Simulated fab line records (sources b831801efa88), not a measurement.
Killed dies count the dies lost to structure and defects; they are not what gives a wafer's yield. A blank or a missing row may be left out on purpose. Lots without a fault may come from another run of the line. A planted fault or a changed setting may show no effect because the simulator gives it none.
Code-filled problem report in 8D (eight disciplines) form + flow sky130 + the parts of the form that need people (team, actions taken, sign-off) are left out

== 1. WHAT IS WRONG ==
Across 9 wafers from 3 lots, VT_ADJUST_NCORE_TW at SKY_VT_ADJUST_NCORE_TW_MEAS_11 averages 230.4, while fault-free wafers read 219.6 with a standard deviation of 1.1. That puts it +9.9 standard deviations away from the usual mean.
Seen first at day 13 01:41 on film metro-04, wafer L836.1. The record holds 33 wafers of 11 lots with a number at this step. Rule for "out", or "out of limits": more than 4 standard deviations from the usual mean. The other wafers with a number count as sound.

== 2. WHAT IT IS; WHAT IT IS NOT ==
| question                    | is                           | is not                                                              |
|-----------------------------|------------------------------|---------------------------------------------------------------------|
| which readings at this step | VT_ADJUST_NCORE_TW           | -                                                                   |
| which lots                  | L836, L837, L838             | L821, L823, L824, L825, L826, L829, L830, L844                      |
| which wafers of those lots  | all that have a number       | -                                                                   |
| read on which gauges        | film metro-03, film metro-04 | film metro-02                                                       |
| when                        | from day 13 01:41            | up to then (21 sound wafers); but 3 sound wafers of L844 came after |

== 3. WHAT RULES OUT EACH SUSPECT ==
Counting: a tool stays on the suspect list if, at a process step up to the reading, it processed all lots that are out and no sound lot following the first of them.
- the gauge at SKY_VT_ADJUST_NCORE_TW_MEAS_11 is ruled out. 2 gauges (film metro-03, film metro-04) read the wafers that are out.
- implanter-04 at SKY_VT_ADJUST_NCORE_IMPLANT_09: kept. All lots that are out passed through it, beginning with L836 at day 13 01:26, and no sound lot followed; its final sound lot before that point was L824 at day 9 19:10. On those wafers its own readings are out: beam on s, end station pressure torr, faraday current uA.
The count leaves implanter-04 at SKY_VT_ADJUST_NCORE_IMPLANT_09.

== 4. THE CAUSE (what the simulator had put in) ==
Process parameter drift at SKY_VT_ADJUST_NCORE_IMPLANT_09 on implanter-04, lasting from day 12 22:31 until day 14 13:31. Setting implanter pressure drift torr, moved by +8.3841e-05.
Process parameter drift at SKY_VT_ADJUST_NCORE_IMPLANT_09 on implanter-04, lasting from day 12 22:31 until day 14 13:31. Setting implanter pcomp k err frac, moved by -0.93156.
Only this tool survived the counting.

== 5. SEQUENCE OF EFFECTS, ordered by route ==
Each row: a reading whose mean over the struck wafers that have a number lies more than 3 standard deviations from the usual. Only readings whose record carries a usual standard deviation are examined. hours: median over the lots of the time between each lot's start at the first step of this table that gives one and its start at this step. sigmas: the change, counted in usual standard deviations.
| hours | step                           | reading                   | usual         | on struck wafers | change    | sigmas      |
|-------|--------------------------------|---------------------------|---------------|------------------|-----------|-------------|
| 0     | SKY_VT_ADJUST_NCORE_IMPLANT_09 | beam on s                 | 10.02 s       | 11.77            | +1.75     | +8.7        |
| 0     | SKY_VT_ADJUST_NCORE_IMPLANT_09 | end station pressure torr | 5.02e-06 Torr | 8.92e-05         | +8.42e-05 | +99 or more |
| 0     | SKY_VT_ADJUST_NCORE_IMPLANT_09 | faraday current uA        | 13.51         | 11.47            | -2.04     | -7.9        |
| 0     | SKY_VT_ADJUST_NCORE_TW_MEAS_11 | VT_ADJUST_NCORE_TW        | 219.6         | 230.4            | +10.8     | +9.9        |
Its process steps:
- SKY_VT_ADJUST_NCORE_IMPLANT_09

== 6. WHAT WOULD HAVE CAUGHT IT SOONER ==
Counted from the fault's start at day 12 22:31, it took 3 hours until the first out-of-limits reading at a measuring or inspecting step in this record, taken at day 13 01:41.
Tool's own readings at SKY_VT_ADJUST_NCORE_IMPLANT_09, beam on s, end station pressure torr, faraday current uA: out on all struck wafers the step has rows for; an alarm limit on them would have tripped on the first.
Among the 3 lots that are out, L837, L838 began SKY_VT_ADJUST_NCORE_IMPLANT_09 on implanter-04 after day 13 01:41. A hold on the tool at that time would have spared those 2.
